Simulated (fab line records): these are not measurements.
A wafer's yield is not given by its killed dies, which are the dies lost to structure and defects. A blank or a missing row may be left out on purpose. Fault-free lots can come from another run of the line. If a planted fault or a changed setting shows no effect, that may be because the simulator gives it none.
A struck lot beside a sound one :: flow sky130 :: 22 steps out of a route of 708
Sound: these wafers, L397.1, L397.4, L397.5. Struck: wafers L405.1, L405.4, L405.6. Last of all comes the cause.
At each step with rows: each side's tool, then ch and its chambers, then its first start. Under that, the readings that differ: sound wafers :: struck wafers :: difference of the means :: sigmas: that difference in standard deviations of wafers without a fault.
alike: readings with means less than 2 such deviations apart, plus words and numbers identical on both sides. not compared: withheld readings, readings lacking a value on some wafer, bounds such as >300 that could conceal the same value, and numbers that have no deviation in the record and whose values overlap.
The two part at a step that has a row with sigmas, a row that says differs or no value, or rows on one side only. When numbers do not overlap yet have no deviation, they are printed without sigmas and do not part them. A reading missing from all wafers of one side parts the sides only when that side holds two or more wafers.

first, 1 step without rows for these wafers: SKY_CAPM_DEVELOP_11 (develop time 60 s).
SKY_CAPM_OVL_MEAS_12:
  struck on overlay-02, day 39 21:50; sound on overlay-01, day 37 10:41
  alike: CAPM_OVL
SKY_CAPM_METAL_ETCH_13: etches TiN in Cl2/BCl3, stops on SiO2, target depth 220 nm, time 62.9 s.
  sound on rie-metal-04 ch 0,1, day 37 10:43; struck on rie-metal-04 ch 0,1, day 39 21:52
  alike: chamber-pressure-mTorr, drypump-motor-current-A, oes-product-au, throttle-valve-pct
  not compared: rf-hours-counter-h
SKY_CAPM_STRIP_14: strips in O2/N2.
  sound on plasma-asher-03 ch 0,1, day 37 10:47; struck on plasma-asher-04 ch 0,1, day 39 21:57
  alike: chamber-pressure-mTorr, drypump-motor-current-A, oes-product-au, strip-time-to-endpoint-s
  not compared: rf-hours-counter-h
then, 8 steps without rows for these wafers: SKY_CAPM_STRIP_15 (strips in post etch residue remover, time 1200 s); SKY_CAPM_CLEAN_16 (cleans in IPA, time 180 s); SKY_CAPM_CLEAN_17 (cleans in O3/DIW); SKY_METAL3_DEHYDRATE_05 (time 60 s); SKY_METAL3_HMDS_06 (prime time 60 s); SKY_METAL3_COAT_07 (resist thk 60 nm); SKY_METAL3_COAT_08 (resist thk 1140 nm); SKY_METAL3_SOFTBAKE_09 (time 90 s).
SKY_METAL3_EXPOSE_10: exposes mask MM3, target cd 300 nm.
  sound on krf-scanner-01 ch 0, day 38 00:20; struck on krf-scanner-01 ch 0, day 40 11:04
reading: exposure-dose-mJ-cm2
sound: 27.94 27.98 27.96
struck: 26.66 26.68 26.69
difference: -1.28
sigmas: -38
  alike: mask
then, 2 steps without rows for these wafers: SKY_METAL3_PEB_11; SKY_METAL3_DEVELOP_12 (develop time 60 s).
SKY_METAL3_CD_MEAS_13 targets a cd of 300 nm.
  struck on cd-sem-01, day 40 23:44; sound on cd-sem-02, day 38 12:44
reading: cd-nm (nm)
sound: 299.2 299.1 299.1
struck: 214.7 275.6 243.6
difference: -54.5
sigmas: -42
  not compared: hold
SKY_METAL3_OVL_MEAS_14:
  struck on overlay-01, day 41 06:27; sound on overlay-01, day 38 12:51
reading: hold
sound: - - -
struck: await-dispo/6.6h/release await-dispo/6.6h/release await-dispo/6.6h/release
difference: no value on the sound wafers
sigmas: 
  alike: METAL3_OVL
SKY_METAL3_DESCUM_15: chemistry O2, time 8 s.
  sound on rie-metal-02 ch 0,1, day 38 12:53; struck on rie-metal-03 ch 0, day 41 06:29
reading: model.METAL3.cd-nm (nm)
sound: 299.1 298.7 299.1
struck: 215.2 275.7 243.6
difference: -54.1
sigmas: 
  alike: chamber-pressure-mTorr, drypump-motor-current-A, oes-product-au
  not compared: rf-hours-counter-h
SKY_METAL3_ETCH_16: etches BARC in N2/H2, stops on SiO2, time 88.2 s, target depth 60 nm.
  sound on rie-metal-02 ch 0,1, day 38 12:55; struck on rie-metal-03 ch 0, day 41 06:31
  alike: chamber-pressure-mTorr, drypump-motor-current-A, oes-product-au, throttle-valve-pct
  not compared: rf-hours-counter-h
SKY_METAL3_ETCH_17: etches SiO2 in C4F8/O2/Ar, stops on TiN, time 3.9 s, target depth 15 nm.
  sound on rie-diel-03 ch 0,3, day 38 13:01; struck on rie-diel-03 ch 0,3, day 41 06:37
  alike: chamber-pressure-mTorr, oes-product-au
  not compared: rf-hours-counter-h
SKY_METAL3_METAL_ETCH_18: etches the open film in Cl2/BCl3, stops on SiO2, target depth 845 nm, time 183.1 s.
  sound on rie-metal-03 ch 0,1, day 38 13:02; struck on rie-metal-01 ch 0,1, day 41 06:38
reading: model.METAL3.cd-nm (nm)
sound: 292.5 301.6 295.4
struck: 218.4 280.1 240.7
difference: -50.1
sigmas: 
  alike: chamber-pressure-mTorr, drypump-motor-current-A, oes-product-au, throttle-valve-pct
  not compared: rf-hours-counter-h
SKY_METAL3_STRIP_19: strips in O2/N2.
  sound on plasma-asher-02 ch 0, day 38 13:13; struck on plasma-asher-02 ch 0,1, day 41 06:49
  alike: chamber-pressure-mTorr, drypump-motor-current-A, oes-product-au, strip-time-to-endpoint-s
  not compared: rf-hours-counter-h

== WHERE THEY PART ==
Earliest at SKY_METAL3_EXPOSE_10; latest, in this record, at SKY_METAL3_OVL_MEAS_14. Later steps at which nothing parts them and some readings are alike: SKY_METAL3_DESCUM_15, SKY_METAL3_ETCH_16, SKY_METAL3_ETCH_17, SKY_METAL3_METAL_ETCH_18, SKY_METAL3_STRIP_19.

WHY: the cause the simulator had injected
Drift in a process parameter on krf-scanner-01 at SKY_METAL3_EXPOSE_10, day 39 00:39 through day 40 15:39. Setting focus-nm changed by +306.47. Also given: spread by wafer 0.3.
